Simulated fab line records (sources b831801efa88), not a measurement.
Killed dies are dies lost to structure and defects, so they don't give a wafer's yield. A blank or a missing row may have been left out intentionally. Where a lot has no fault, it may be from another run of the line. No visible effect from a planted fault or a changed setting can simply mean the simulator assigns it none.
A lot that was struck, set against a sound lot || flow sky130 || 34 out of 708 route steps
Sound: these wafers, L691.2, L691.4, L691.6. Struck: wafer L702.1 (L702.3, L702.5, from the same lot, were not struck and are left out); the cause is given at the end.
Per side, at each step with rows, come the tool, then ch with its chambers, and then its first start. Under that, the readings that differ: sound wafers || struck wafers || difference of the means || sigmas: that difference in standard deviations of wafers without a fault.
alike: words and numbers the same on both sides, and readings whose means are apart by under 2 such deviations; not compared: readings that were withheld, readings missing a value for some wafer, numbers with overlapping values and no deviation given by the record, and bounds like >300 which may hide the same value.
A row with sigmas, a row that says differs or no value, or rows on one side alone: a step with any of these is where the two part. Non-overlapping numbers with no deviation appear without sigmas and do not part them. Lack of a reading on every wafer of one side parts them only where that side has two or more wafers.

first, 9 steps without rows for these wafers: SKY_METAL1_DEVELOP_14 (develop time 60 s); SKY_METAL1_DESCUM_17 (chemistry O2, time 8 s); SKY_METAL1_ETCH_18 (etches BARC in N2/H2, stops on SiO2, time 45.9 s, target depth 60 nm); SKY_METAL1_METAL_ETCH_19 (etches the open film in Cl2/BCl3, stops on SiO2, target depth 360 nm, time 78 s); SKY_METAL1_STRIP_20 (strips in O2/N2); SKY_METAL1_STRIP_21 (strips in post etch residue remover, time 1200 s); SKY_METAL1_CLEAN_22 (cleans in IPA, time 180 s); SKY_METAL1_CLEAN_23 (cleans in O3/DIW); SKY_VIA1_HDPCVD_00 (deposits SiO2, target thk 1030 nm, time 171.7 s).
SKY_VIA1_CMP_02: polishes SiO2.
  sound on cmp-02 ch 0,3, day 33 11:52; struck on cmp-02 ch 0, day 36 21:11
{"reading": "model.SiO2_of_VIA1_HDPCVD_00.thk nm (nm)", "sound": "346 344.9 344.7", "struck": 380.6, "difference": "+35.4", "sigmas": ""}
  alike: motor current A, platen rpm
then, 9 steps without rows for these wafers: SKY_VIA1_DEHYDRATE_04 (time 60 s); SKY_VIA1_HMDS_05 (prime time 60 s); SKY_VIA1_COAT_06 (resist thk 60 nm); SKY_VIA1_COAT_07 (resist thk 450 nm); SKY_VIA1_SOFTBAKE_08 (time 90 s); SKY_VIA1_EXPOSE_09 (exposes mask VIM, target cd 150 nm); SKY_VIA1_PEB_10; SKY_VIA1_DEVELOP_11 (develop time 60 s); SKY_VIA1_ETCH_14 (etches BARC in N2/H2, stops on SiO2, time 45.9 s, target depth 60 nm).
SKY_VIA1_ETCH_15: etches SiO2 in C4F8/O2/Ar, stops on TiN, target depth 351 nm, time 54 s.
  sound on rie diel-02 ch 0,2,3, day 34 15:23; struck on rie diel-02 ch 2, day 37 23:25
{"reading": "oes product au (a.u.)", "sound": "0.976 0.984 0.983", "struck": 1.010, "difference": "+0.029", "sigmas": "+5"}
{"reading": "model.VIA1.feature depth nm (nm)", "sound": "346 344.9 344.7", "struck": 352.4, "difference": "+7.2", "sigmas": ""}
{"reading": "model.etch.depth nm (nm)", "sound": "346 344.9 344.7", "struck": 352.4, "difference": "+7.2", "sigmas": ""}
  alike: chamber pressure mTorr
  not compared: rf hours counter h
then, 12 steps without rows for these wafers: SKY_VIA1_STRIP_16 (strips in O2/N2); SKY_VIA1_STRIP_17 (strips in post etch residue remover, time 1200 s); SKY_VIA1_CLEAN_18 (cleans in IPA, time 180 s); SKY_VIA1_CLEAN_19 (cleans in O3/DIW); SKY_VIA1_SPUTTER_20 (material TiN, target thk 20 nm, time 80 s); SKY_VIA1_CVD_21 (deposits W, target thk 270 nm, time 80.902 s); SKY_VIA1_CMP_24 (polishes, stops on SiO2, t overpolish 15 s, target thk 0 nm); SKY_METAL2_SPUTTER_00 (material Ti, target thk 15 nm, time 10 s); SKY_METAL2_SPUTTER_01 (material TiN, target thk 20 nm, time 16.7 s); SKY_METAL2_SPUTTER_02 (material AlCu, target thk 250 nm, time 13.3 s); SKY_METAL2_SPUTTER_03 (material Ti, target thk 5 nm, time 3.3 s); SKY_METAL2_SPUTTER_04 (material TiN, target thk 70 nm, time 58.3 s).
SKY_METAL2_METAL_ETCH_19: etches the open film in Cl2/BCl3, stops on SiO2, target depth 360 nm, time 78 s.
  sound on rie metal-04 ch 0,1, day 35 19:53; struck on rie metal-01 ch 0, day 39 02:16
{"reading": "bcl3 flow sccm (sccm)", "sound": "29.88 29.79 29.95", "struck": 30.18, "difference": "+0.31", "sigmas": "+3"}
{"reading": "model.SiO2_of_VIA1_HDPCVD_00.thk nm (nm)", "sound": "332.1 331 330.4", "struck": 366.7, "difference": "+35.5", "sigmas": ""}
  alike: chamber pressure mTorr, drypump motor current A, oes product au, throttle valve pct
  not compared: rf hours counter h
-- the record jumps here: 10 days lie between the struck wafers' starts before and after (it left off in module METAL2 and takes up again in module PAD_OPEN, whose first step shown is number 708 of the route) --
SKY_PAD_OPEN_PROBE_99:
  sound: prober-01 at day 46 10:03; struck: prober-02 at day 48 21:16
{"reading": "model.etest.tester.sort n pass", "sound": "402 410 396", "struck": 106, "difference": -297, "sigmas": ""}
{"reading": "model.etest.tester.sort yield pct (%)", "sound": "81.71 83.33 80.49", "struck": 21.54, "difference": -60.30, "sigmas": ""}
{"reading": "model.etest.tester.sort_bin_5_pct (%)", "sound": "11.99 9.35 11.18", "struck": 70.73, "difference": "+59.89", "sigmas": ""}
{"reading": "model.etest.diode pwell dnwell.under floor", "sound": "0 0 0", "struck": 1, "difference": "+1", "sigmas": ""}
{"reading": "model.etest.sonos erased.open", "sound": "0 0 0", "struck": 1, "difference": "+1", "sigmas": ""}
{"reading": "model.etest.cap li to poly.open", "sound": "0 0 0", "struck": 1, "difference": "+1", "sigmas": ""}
{"reading": "model.etest.res nwell.open", "sound": "0 0 0", "struck": 1, "difference": "+1", "sigmas": ""}
{"reading": "model.etest.res high po.open", "sound": "0 0 0", "struck": 1, "difference": "+1", "sigmas": ""}
  alike: defect limited yield, killed_at_M0_to_M3, killed_at_M4_up, killed at contacts, killed at front end, killed at other, killed dies, killed open, killed short

== WHERE THEY PART ==
At SKY_VIA1_ETCH_15 first; at SKY_METAL2_METAL_ETCH_19 last (within this record only). Later steps at which nothing parts them and some readings are alike: SKY_PAD_OPEN_PROBE_99.

WHY: the cause the simulator had injected
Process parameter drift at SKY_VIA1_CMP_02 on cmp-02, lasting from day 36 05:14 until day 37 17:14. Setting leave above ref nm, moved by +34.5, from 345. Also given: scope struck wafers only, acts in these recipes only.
